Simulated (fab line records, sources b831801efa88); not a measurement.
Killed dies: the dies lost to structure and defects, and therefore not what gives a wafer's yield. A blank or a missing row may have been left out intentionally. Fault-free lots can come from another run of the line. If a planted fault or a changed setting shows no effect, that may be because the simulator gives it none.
8D (eight disciplines) problem report, filled in by code | flow sfq line | the parts of the form that need people (team, actions taken, sign-off) are left out

## 1. WHAT IS WRONG
Wafers without a fault read 182.4 W, standard deviation 0.62; rf fwd power W at SFQ_TRILAYER_A5B_DEP_PECVD_129 reads a mean of 153.6 W on 3 wafers belonging to 3 lots. That puts it -46 standard deviations away from the usual mean.
The step: deposits SiO2 from SiH4/N2O, time 133.33 s, target thk 600 nm.
First observed at day 63 01:53: wafer L278.4, on pecvd-04. Wafers with a number at this step in the record: 21, from 7 lots. Rule for "out", or "out of limits": more than 4 standard deviations from the usual mean. The rest of the wafers with a number are treated as sound.

## 2. WHAT IT IS; WHAT IT IS NOT
question                    | is                     | is not
which readings at this step | rf fwd power W         | heater power w, throttle valve pct
which lots                  | L278, L280, L283       | L275, L277, L288, L292
which wafers of those lots  | L278.4, L280.1, L283.4 | L278.1, L278.3, L280.5, L280.6, L283.3, L283.6
read on which tools         | pecvd-04               | pecvd-02, pecvd-03
when                        | from day 63 01:53      | up to then (8 sound wafers); but 10 sound wafers of L280, L283, L288, L292 came after

## 3. WHAT RULES OUT EACH SUSPECT
Counting: any tool at a process step up to the reading remains a suspect provided it ran every lot that is out. Sound lots after the first of them don't rule it out here, since some wafers of a struck lot are sound.
- pecvd-04 at SFQ_TRILAYER_A5B_DEP_PECVD_129 (deposits SiO2 from SiH4/N2O, time 133.33 s, target thk 600 nm): kept. It processed each lot that is out (first: L278, day 63 01:53); up to then, its last sound lot is L277 (day 62 20:14). Its own rf fwd power W readings are out on those wafers.
- Within pecvd-04 at SFQ_TRILAYER_A5B_DEP_PECVD_129: the wafers that are out ran in chamber 2; their sound lot-mates ran in chambers 0, 1.
After counting, what remains is pecvd-04 at SFQ_TRILAYER_A5B_DEP_PECVD_129.

## 4. THE CAUSE (what the simulator had put in)
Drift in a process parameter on pecvd-04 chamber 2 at SFQ_TRILAYER_A5B_DEP_PECVD_129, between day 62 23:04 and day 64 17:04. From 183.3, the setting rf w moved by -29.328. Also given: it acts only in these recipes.
Counting left only this tool.

## 5. SEQUENCE OF EFFECTS, ordered by route
One row per reading whose mean, taken over the struck wafers that have a number, lies over 3 standard deviations from the usual. Readings are gone through only where the record gives a usual standard deviation; hours: the median, over the lots, of the time from a lot's start at the first step in this table giving one to that lot's start at this step; sigmas: the change measured in usual standard deviations.
hours | step                           | reading        | usual   | on struck wafers | change | sigmas
0     | SFQ_TRILAYER_A5B_DEP_PECVD_129 | rf fwd power W | 182.4 W | 153.6            | -28.8  | -46
Process steps it contains:
- SFQ_TRILAYER_A5B_DEP_PECVD_129: deposits SiO2 from SiH4/N2O, time 133.33 s, target thk 600 nm.

## 6. HOW IT WOULD HAVE BEEN CAUGHT EARLIER
In this record no reading fell out of limits until day 63 01:53, 3 hours after the fault had begun at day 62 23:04.
